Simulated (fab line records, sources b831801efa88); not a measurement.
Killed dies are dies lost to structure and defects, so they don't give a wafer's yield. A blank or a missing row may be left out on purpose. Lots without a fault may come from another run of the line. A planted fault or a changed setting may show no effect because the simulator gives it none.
Chamber matching | flow gf180mcu | GF_STI_CMP_25 on cmp-01: 4 sister chambers
The step polishes, stops on Si3N4, t overpolish 33 s, target thk 524.6 nm. 4 wafers are shown with their chamber, then 7 later ones without.

WAFERS WITH THEIR CHAMBER
wafer  | chamber | motor_current_A (A)
L271.1 | 1       | 11.5
L271.5 | 2       | 12.0
L274.3 | 3       | 11.6
L274.4 | 0       | 12.7

WAFERS WITHOUT THEIR CHAMBER
wafer  | motor_current_A (A)
L274.5 | 12.7
L276.2 | 12.2
L276.4 | 11.6
L276.6 | 12.7
L277.1 | 11.4
L277.2 | 13.3
L277.6 | 11.6

WHICH CHAMBER EACH WENT THROUGH
wafer  | from the rows above          | in truth
L274.5 | 0                            | 0
L276.2 | can't be placed: 2 or 0 or 3 | 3
L276.4 | can't be placed: 3 or 1 or 2 | 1
L276.6 | 0                            | 0
L277.1 | can't be placed: 1 or 3      | 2
L277.2 | 0                            | 0
L277.6 | can't be placed: 3 or 1 or 2 | 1
Placed correctly: 3 of 7. Can't be placed from these rows: 4 (the true chamber is among the candidates in 3). Placed wrongly: 0.
How it was worked out, from the rows above alone: a wafer's distance from a chamber is the root of the sum, over the readings, of the square of ((its reading less the chamber's mean) divided by the reading's scatter). The wafer belongs to the nearest chamber; if the next one is less than 2 further off, it can't be placed. A chamber's mean is the mean of its shown wafers. The scatter: with one shown wafer a chamber, the root of the mean of the squares of how far each hidden wafer lies from its nearest shown one.
